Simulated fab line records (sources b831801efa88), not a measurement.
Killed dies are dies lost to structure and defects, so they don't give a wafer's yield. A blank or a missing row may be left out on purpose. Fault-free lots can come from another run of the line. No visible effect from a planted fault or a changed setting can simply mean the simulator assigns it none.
Split-lot experiment | flow gf180mcu | route with 602 steps; 5 lots, 23 wafers read

## ABOUT THE SPLIT
At GF_NSD_COAT_02 (resist thk 1000 nm), the setting spin-rpm was moved away from the recipe's 3000 rpm on 9 of the 23 wafers read, by -5.0% to +7.0%. The other wafers ran this setting at the recipe's value.

The reading is taken at the split's own step.

## THE READING
NOVOLAK_of_NSD_COAT_02.thk-nm (the simulator's own value, which no gauge read), in nm, at GF_NSD_COAT_02 (resist thk 1000 nm). No usual value for it is given in the file. Average 999.9 nm, standard deviation 2.4 nm, over the 14 wafers here run with the recipe.

wafer  | tool, chamber at the split | spin-rpm as run, rpm | against the recipe | NOVOLAK_of_NSD_COAT_02.thk-nm, nm | against lot-mates on the recipe
L075.1 | litho-track-03, 0          | 2882                 | -3.9%              | 1020                              | +20.1
L075.3 | litho-track-03, 0          | 3000                 | recipe             | 999.7                             | -
L075.4 | litho-track-03, 0          | 3000                 | recipe             | 1000                              | -
L075.5 | litho-track-03, 0          | 2882                 | -3.9%              | 1022                              | +22.1
L075.6 | litho-track-03, 0          | 2882                 | -3.9%              | 1019                              | +19.1
L076.1 | litho-track-03, 0          | 3211                 | +7.0%              | 966.8                             | -31.0
L076.3 | litho-track-03, 0          | 3000                 | recipe             | 998                               | -
L076.4 | litho-track-03, 0          | 3211                 | +7.0%              | 963                               | -34.8
L076.5 | litho-track-03, 0          | 3211                 | +7.0%              | 966.9                             | -30.9
L076.6 | litho-track-03, 0          | 3000                 | recipe             | 997.5                             | -
L079.2 | litho-track-03, 0          | 3000                 | recipe             | 997.4                             | -
L079.5 | litho-track-03, 0          | 3000                 | recipe             | 1000                              | -
L079.6 | litho-track-03, 0          | 3000                 | recipe             | 997.6                             | -
L082.1 | litho-track-01, 0          | 2851                 | -5.0%              | 1031                              | +28.0
L082.3 | litho-track-01, 0          | 3000                 | recipe             | 1005                              | -
L082.4 | litho-track-01, 0          | 2851                 | -5.0%              | 1029                              | +26.0
L082.5 | litho-track-01, 0          | 2851                 | -5.0%              | 1033                              | +30.0
L082.6 | litho-track-01, 0          | 3000                 | recipe             | 1001                              | -
L084.2 | litho-track-01, 0          | 3000                 | recipe             | 1003                              | -
L084.3 | litho-track-01, 0          | 3000                 | recipe             | 998.4                             | -
L084.4 | litho-track-01, 0          | 3000                 | recipe             | 1004                              | -
L084.5 | litho-track-01, 0          | 3000                 | recipe             | 998.7                             | -
L084.6 | litho-track-01, 0          | 3000                 | recipe             | 997.8                             | -

FIT RESULTS
A straight line over all 23 wafers: NOVOLAK_of_NSD_COAT_02.thk-nm changes by -5.3 nm for each +1% of spin-rpm; r = -0.99; the points scatter about the line by 2.9 nm.
The same after taking each lot's own level away (the mean of its wafers on the recipe; 23 wafers): -4.96 nm for each +1%; r = -0.99; scatter 2.3 nm.
According to that fit, moving spin-rpm by its largest amount changes the reading by 35 nm.
Across the lots, their own levels run from 997.75 to 1003.00 nm, a range of 2.2 times the standard deviation given above.
The two slopes are in agreement: the lot-to-lot level therefore moves the slope only a little.
Check: for one of the wafers moved furthest among these (+7.0%), held out of the fit, the line's prediction against its lot-mates is -34.9 nm. Against them it came out at -31 nm.

## FURTHER SPLITS ON THESE WAFERS
These wafers also went through other splits before the reading. Each is held against what the fit with the lots' levels taken away leaves over:
other split on the same wafers  | wafers away from the commonest value | r with NOVOLAK_of_NSD_COAT_02.thk-nm (lot level and that fit taken away)
GF_HV_LDD_COAT_14 resist-thk-nm | 4                                    | +0.15
GF_HV_LDD_DEVELOP_30 dev-temp-c | 7                                    | -0.22
GF_HV_LDD_STRIP_49 o2-flow-sccm | 5                                    | +0.42

## THE WHOLE CHAIN: every reading that the file lists as answering this split, in the file's order
step            | what it does       | reading                                                                        | change (the file's fit)              | r (the file's)
GF_NSD_COAT_02  | resist thk 1000 nm | NOVOLAK_of_NSD_COAT_02.thk-nm (the simulator's own value, which no gauge read) | -4.97 nm for each +1% of the setting | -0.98
GF_NSD_STRIP_11 | strips in O2/N2    | strip-time-to-endpoint-s                                                       | withheld for each +1% of the setting | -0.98

## FILE'S OWN FIT
NOVOLAK_of_NSD_COAT_02.thk-nm changes by -4.97 nm for each +1% of spin-rpm, r = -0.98.
